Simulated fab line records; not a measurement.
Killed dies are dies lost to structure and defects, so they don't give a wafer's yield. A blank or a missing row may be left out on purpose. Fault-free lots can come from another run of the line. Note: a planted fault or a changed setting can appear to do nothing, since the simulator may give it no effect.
The same fault as seen by 2 desks || flow gf180mcu || each desk holds nothing but its own numbers, with what lay behind them at the end

== AT THE METROLOGY DESK ==
What the gauges read for every lot (on any tool): the sampled wafers with a number, averaged. Any lot whose mean is over 4 standard deviations away from the usual mean is out of limits and marked OUT; that distance is given in the brackets.
Columns: A = cd-nm at GF_M3_CD_MEAS_14, usual 279.5 nm; B = V3_CVD_00_THK at GF_V3_THK_MEAS_01, usual 570 nm
{"lot": "L536", "first seen here": "day 21 10:19", "A": 279.4, "B": 565}
{"lot": "L538", "first seen here": "day 22 01:34", "A": 278.8, "B": 561}
{"lot": "L539", "first seen here": "day 22 16:10", "A": 279.9, "B": 567}
{"lot": "L540", "first seen here": "day 22 22:45", "A": 277.8, "B": 562}
{"lot": "L541", "first seen here": "day 23 09:41", "A": 279.5, "B": 563}
{"lot": "L542", "first seen here": "day 23 14:46", "A": 281.1, "B": 566}
{"lot": "L545", "first seen here": "day 24 11:25", "A": 279.1, "B": 561}
{"lot": "L550", "first seen here": "day 26 03:29", "A": 281.3, "B": 578}
{"lot": "L551", "first seen here": "day 26 09:06", "A": 277.6, "B": 568}
{"lot": "L554", "first seen here": "day 27 08:52", "A": 281.1, "B": 564}
{"lot": "L555", "first seen here": "day 27 16:41", "A": 278.1, "B": 572}
{"lot": "L556", "first seen here": "day 28 01:13", "A": 279.4, "B": 573}
{"lot": "L557", "first seen here": "day 28 12:31", "A": 278.8, "B": 567}
{"lot": "L559", "first seen here": "day 28 20:02", "A": 279.7, "B": 576}
This desk found nothing out of limits on any of the 14 lots.

== DESK OF THE TOOL OWNER: litho-track-02 ==
The tool's own readings at GF_M1_SOFTBAKE_10 (time 60 s): means of the sampled wafers that have a number, for each lot that ran on this tool. Any lot whose mean is over 4 standard deviations away from the usual mean is out of limits and marked OUT; that distance is given in the brackets.
Columns: A = chill-plate-temp-C at GF_M1_SOFTBAKE_10, usual 23.01 C; B = run-length-s at GF_M1_SOFTBAKE_10, usual 89.17 s
{"lot": "L538", "first seen here": "day 17 07:04", "A": 23.08, "B": 88.92}
{"lot": "L539", "first seen here": "day 17 23:11", "A": 22.82, "B": 89.08}
{"lot": "L540", "first seen here": "day 18 04:19", "A": 22.99, "B": "96.74 (+29) OUT"}
{"lot": "L541", "first seen here": "day 18 16:50", "A": 23.02, "B": "96.73 (+29) OUT"}
{"lot": "L550", "first seen here": "day 21 18:52", "A": 23.04, "B": 89.04}
{"lot": "L554", "first seen here": "day 23 02:41", "A": 23.06, "B": 89.01}
{"lot": "L555", "first seen here": "day 23 10:44", "A": 22.91, "B": 89.01}
{"lot": "L559", "first seen here": "day 24 19:31", "A": 23.03, "B": 88.97}
Finding of this desk: L540, L541 out of limits; the first was L540 at day 18 04:19, on run-length-s at GF_M1_SOFTBAKE_10. L538, L539, L550, L554, L555, L559 stayed within limits.

== ALL TOGETHER ==
At day 18 04:19, on L540, L541, the tool owner's desk was in a position to raise an alarm.
From the metrology desk's view, nothing was out of limits.
The metrology desk holds a record of L540, L541, inside its limits.
GF_M1_SOFTBAKE_10 was run on litho-track-02 by each of the lots named.

== WHAT THE SIMULATOR HAD PUT IN ==
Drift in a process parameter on litho-track-02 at GF_M1_SOFTBAKE_10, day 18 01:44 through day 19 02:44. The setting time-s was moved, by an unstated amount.
Shown lots that were struck: L540, L541.
Hours from the fault's start to each desk's first reading out of limits: the tool owner's desk, 3.
